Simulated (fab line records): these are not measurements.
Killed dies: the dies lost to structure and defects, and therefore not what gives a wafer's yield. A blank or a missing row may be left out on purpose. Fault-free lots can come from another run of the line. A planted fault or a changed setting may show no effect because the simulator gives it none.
2 desks, one fault + flow sky130 + each desk holds nothing but its own numbers, with what lay behind them at the end

METROLOGY DESK
What the gauges read for every lot (on any tool): the sampled wafers with a number, averaged. A lot is out of limits, marked OUT, if its mean lies more than 4 standard deviations from the usual mean; the brackets give that distance.
Columns: A = LI_CONTACT_HDPCVD_THK at SKY_LI_CONTACT_THK_MEAS_01, usual 929 nm; B = LI_CONTACT_BOW at SKY_LI_CONTACT_BOW_MEAS_03, usual 54 um; C = LOCAL_INTERCONNECT_TIN_RS at SKY_LOCAL_INTERCONNECT_RS_MEAS_01, usual 14.12 ohm/sq; D = LOCAL_INTERCONNECT_TIN_THK at SKY_LOCAL_INTERCONNECT_THK_MEAS_02, usual 99.8 nm
| lot  | first seen here | A   | B  | C                | D     |
|------|-----------------|-----|----|------------------|-------|
| L132 | day 28 14:56    | 931 | 56 | 14.25            | 100.3 |
| L135 | day 29 12:07    | 929 | 58 | 14.03            | 99.2  |
| L134 | day 29 13:17    | 930 | 58 | 14.22            | 100.6 |
| L136 | day 29 21:29    | 921 | 52 | 13.98            | 100.6 |
| L138 | day 30 12:14    | 929 | 55 | 14.06            | 99.1  |
| L139 | day 30 15:38    | 927 | 55 | 14.12            | 100.8 |
| L141 | day 31 18:52    | 909 | 55 | 14.03            | 99.7  |
| L145 | day 32 21:58    | 924 | 64 | 14.53            | 98.2  |
| L146 | day 33 00:05    | 950 | 50 | 14.23            | 100.0 |
| L147 | day 33 14:41    | 935 | 58 | 14.78 (+4.4) OUT | 96.8  |
| L151 | day 34 12:14    | 939 | 56 | 13.85            | 101.1 |
This desk reports L147 out of limits; the earliest was L147 at day 34 18:45 (LOCAL_INTERCONNECT_TIN_RS at SKY_LOCAL_INTERCONNECT_RS_MEAS_01). In limits: L132, L135, L134, L136, L138, L139, L141, L145, L146, L151.

TOOL OWNER'S DESK, pvd_sputter-01
The tool's own readings at SKY_LOCAL_INTERCONNECT_SPUTTER_00 (material TiN, target thk 100 nm, time 83.3 s): means of the sampled wafers that have a number, for each lot that ran on this tool. A lot is out of limits, marked OUT, if its mean lies more than 4 standard deviations from the usual mean; the brackets give that distance.
Columns: A = throttle_valve_pct at SKY_LOCAL_INTERCONNECT_SPUTTER_00, usual 30.3 %
| lot  | first seen here | A    |
|------|-----------------|------|
| L132 | day 29 21:01    | 29.4 |
| L138 | day 31 17:56    | 29.1 |
| L139 | day 31 21:17    | 29.4 |
| L141 | day 32 21:04    | 30.0 |
| L145 | day 34 02:56    | 30.0 |
| L147 | day 34 18:41    | 29.4 |
This desk's verdict: no lot among the 6 shows anything out of limits.

PUT TOGETHER
On L147, the metrology desk was in a position to raise an alarm at day 34 18:45.
The tool owner's desk saw nothing out of limits.
The tool owner's desk has L147 on record, within its limits.
On pvd_sputter-01, each named lot ran SKY_LOCAL_INTERCONNECT_SPUTTER_00.

WHAT THE SIMULATOR HAD INSERTED
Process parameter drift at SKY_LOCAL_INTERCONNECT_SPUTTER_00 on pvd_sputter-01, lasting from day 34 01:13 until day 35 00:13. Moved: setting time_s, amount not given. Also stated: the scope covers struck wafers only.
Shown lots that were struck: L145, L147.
Delay in hours, fault start to first out-of-limits reading, per desk: metrology desk 18.
